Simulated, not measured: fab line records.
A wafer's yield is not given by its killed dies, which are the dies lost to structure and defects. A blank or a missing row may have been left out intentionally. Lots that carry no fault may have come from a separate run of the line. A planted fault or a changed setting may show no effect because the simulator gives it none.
Comparing a struck lot with a sound one    flow sky130    16 out of 708 route steps
Sound: these wafers, L666.1, L666.2, L666.3. Struck: wafers L664.2, L664.4, L664.5. The cause comes at the end.
Each step with rows lists, per side, the tool, then ch with its chambers, then its first start. Under that, the readings that differ: sound wafers    struck wafers    difference of the means    sigmas: that difference in standard deviations of wafers without a fault.
alike: words and numbers the same on both sides, and readings whose means are apart by under 2 such deviations; not compared: readings that were withheld, readings missing a value for some wafer, numbers with overlapping values and no deviation given by the record, and bounds like >300 which may hide the same value.
A row with sigmas, a row that says differs or no value, or rows on one side alone: a step with any of these is where the two part. Numbers that don't overlap but have no deviation are shown without sigmas and don't part them. Lack of a reading on every wafer of one side parts them only where that side has two or more wafers.

SKY_VIA3_CMP_02: polishes SiO2.
  sound on cmp-01 ch 0,1,3, day 42 15:59; struck on cmp-01 ch 1,2,3, day 41 21:43
  alike: motorCurrentA
SKY_VIA3_BOW_MEAS_03:
  sound on filmMetro-04, day 42 16:17; struck on filmMetro-02, day 41 22:02
  alike: VIA3_BOW
then, 8 steps without rows for these wafers: SKY_VIA3_DEHYDRATE_04 (time 60 s); SKY_VIA3_HMDS_05 (prime time 60 s); SKY_VIA3_COAT_06 (resist thk 60 nm); SKY_VIA3_COAT_07 (resist thk 450 nm); SKY_VIA3_SOFTBAKE_08 (time 90 s); SKY_VIA3_EXPOSE_09 (exposes mask VIM3, target cd 200 nm); SKY_VIA3_PEB_10; SKY_VIA3_DEVELOP_11 (develop time 60 s).
SKY_VIA3_CD_MEAS_12 targets a cd of 200 nm.
  sound on cdSem-01, day 43 15:11; struck on cdSem-01, day 42 21:10
reading    sound              struck             difference  sigmas
cdNm (nm)  199.9 199.3 198.1  202.9 201.3 201.6  +2.8        +2
SKY_VIA3_OVL_MEAS_13:
  sound on overlay-01, day 43 15:19; struck on overlay-02, day 42 21:17
  alike: VIA3_OVL
SKY_VIA3_ETCH_14: etches BARC in N2/H2, stops on SiO2, time 45.9 s, target depth 60 nm.
  sound on rieDiel-01 ch 0,1,3, day 43 15:21; struck on rieDiel-02 ch 0,2,3, day 42 21:19
reading                                     sound              struck             difference  sigmas
rfFwdPowerW (W)                             497.4 493.7 495.6  576.5 573.5 572.7  +78.7       +41
model.KrF-thick_of_VIA3_COAT_07.thkNm (nm)  393 391.9 393.6    386.8 386.3 386.6  -6.3        
  alike: drypumpMotorCurrentA, h2FlowSccm, oesProductAu, throttleValvePct
  not compared: rfHoursCounterH
SKY_VIA3_ETCH_15: etches SiO2 in C4F8/O2/Ar, stops on TiN, target depth 507 nm, time 78 s.
  sound on rieDiel-01 ch 0,1,3, day 43 15:23; struck on rieDiel-02 ch 0,2,3, day 42 21:21
reading                                     sound              struck             difference  sigmas
model.KrF-thick_of_VIA3_COAT_07.thkNm (nm)  290.4 289.3 289.4  287.4 283.3 285.7  -4.2        
  alike: oesProductAu, rfFwdPowerW
  not compared: rfHoursCounterH
SKY_VIA3_STRIP_16: strips in O2/N2.
  sound on plasmaAsher-03 ch 0,1, day 43 15:27; struck on plasmaAsher-04 ch 0,1, day 42 21:25
  alike: drypumpMotorCurrentA, oesProductAu, stripTimeToEndpointS
  not compared: rfHoursCounterH
-- the record jumps here: 6 days lie between the struck wafers' starts before and after (it left off in module VIA3 and takes up again in module PAD_OPEN, whose first step shown is number 708 of the route) --
SKY_PAD_OPEN_PROBE_99:
  sound on prober-02, day 49 03:40; struck on prober-01, day 48 14:34
reading                  sound          struck          difference  sigmas
killed_at_M0_to_M3       41 46 38       46 61 70        +17         +2
sort_bin_5_function (%)  9.6 10.0 11.2  12.0 14.2 14.8  +3.4        +2
  alike: defectLimitedYield, killed_at_M4_up, killedAtContacts, killedAtFrontEnd, killedAtOther, killedDies, killedOpen, killedShort, sort_bin_3_pad_short, sort_bin_6_memory, sortNPass, sortYieldPct

## WHERE THEY PART
First at SKY_VIA3_CD_MEAS_12; last, within this record, at SKY_PAD_OPEN_PROBE_99.

WHY: whatever the simulator had introduced
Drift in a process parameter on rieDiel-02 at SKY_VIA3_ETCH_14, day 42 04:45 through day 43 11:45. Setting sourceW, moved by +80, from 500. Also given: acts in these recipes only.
